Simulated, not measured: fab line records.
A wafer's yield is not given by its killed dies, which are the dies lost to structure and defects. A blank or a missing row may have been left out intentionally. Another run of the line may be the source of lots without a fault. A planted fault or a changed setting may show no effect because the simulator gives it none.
A struck lot beside a sound one	flow gf180mcu	16 steps out of a route of 602
Sound: wafers L484.3, L484.4, L484.5. The struck wafers were L480.1, L480.4, L480.5. The cause is named last.
Per side, at each step with rows, come the tool, then ch with its chambers, and then its first start. Under that, the readings that differ: sound wafers	struck wafers	difference of the means	sigmas: that difference in standard deviations of wafers without a fault.
alike: same words and numbers on both sides, and readings whose means sit less than 2 such deviations apart. not compared: any withheld reading, any reading some wafer has no value for, any bound like >300 that may hide the same value, and any number with overlapping values for which the record gives no deviation.
Wherever a step has rows on one side only, a row that says differs or no value, or a row with sigmas, the two part there. When numbers do not overlap yet have no deviation, they are printed without sigmas and do not part them. A reading missing from all wafers of one side parts the sides only when that side holds two or more wafers.

first, 6 steps without rows for these wafers: GF_M4_HMDS_08 (prime time 60 s); GF_M4_COAT_09 (resist thk 1000 nm); GF_M4_SOFTBAKE_10 (time 60 s); GF_M4_EXPOSE_11 (exposes mask Metal4, target cd 280 nm); GF_M4_PEB_12 (peb time 90 s); GF_M4_DEVELOP_13 (develop time 60 s).
GF_M4_CD_MEAS_14 targets a cd of 280 nm.
  struck on cd_sem-02, day 26 13:57; sound on cd_sem-01, day 27 18:41
  alike: cd_nm
GF_M4_OVL_MEAS_15:
  struck on overlay-02, day 26 14:04; sound on overlay-01, day 27 18:47
  alike: M4_OVL
GF_M4_METAL_ETCH_16: etches the open film in Cl2/BCl3, stops on SiO2, target depth 627.5 nm, time 104.6 s.
  sound on rie_metal-01 ch 0, day 27 18:52; struck on rie_metal-04 ch 0,1, day 26 14:07
  alike: drypump_motor_current_A, he_backside_leak_sccm, oes_product_au, throttle_valve_pct
  not compared: rf_hours_counter_h
GF_M4_STRIP_17: strips in O2/N2.
  sound on plasma_asher-04 ch 0,1, day 27 19:04; struck on plasma_asher-03 ch 0,1, day 26 14:13
  alike: drypump_motor_current_A, heater_power_w, oes_product_au, strip_time_to_endpoint_s
  not compared: rf_hours_counter_h
then, 2 steps without rows for these wafers: GF_M4_STRIP_18 (strips in post etch residue remover, time 1200 s); GF_M4_CLEAN_19 (cleans in DIW).
GF_V4_CVD_00: deposits SiO2, target thk 600 nm, time 100 s.
  sound on hdpcvd-01 ch 2, day 27 19:38; struck on hdpcvd-02 ch 0,1,2, day 26 14:45
reading	sound	struck	difference	sigmas
sih4_flow_sccm (sccm)	60.14 60.12 60.27	47.92 48.27 47.60	-12.25	-77
model.SiO2_of_V4_CVD_00.thk_nm (nm)	596.5 604.9 596.5	479 471.5 476.1	-124	
GF_V4_THK_MEAS_01:
  struck on film_metro-01, day 26 14:49; sound on film_metro-03, day 27 19:48
reading	sound	struck	difference	sigmas
V4_CVD_00_THK (nm)	596 605 596	479 472 476	-123	-23
GF_V4_CVD_02: deposits SiO2 from TEOS, target thk 850 nm, time 94.851 s.
  sound on pecvd-04 ch 0,1,2, day 27 19:50; struck on pecvd-01 ch 0,1,2, day 26 14:53
  alike: heater_power_w
-- the record jumps here: 5 days lie between the struck wafers' starts before and after (it left off in module V4 and takes up again in module PASSIVATION, whose first step shown is number 602 of the route) --
GF_PASSIVATION_PROBE_99:
  only the struck wafers here have rows in the record (prober-01, day 31 17:31); the sound ones have none

== WHERE THEY PART ==
Last at GF_PASSIVATION_PROBE_99 as far as this record goes, first at GF_V4_CVD_00.

WHY: whatever the simulator had introduced
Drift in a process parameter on hdpcvd-02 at GF_V4_CVD_00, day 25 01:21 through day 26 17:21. The setting sih4_flow_sccm was moved by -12, starting from 60. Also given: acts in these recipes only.
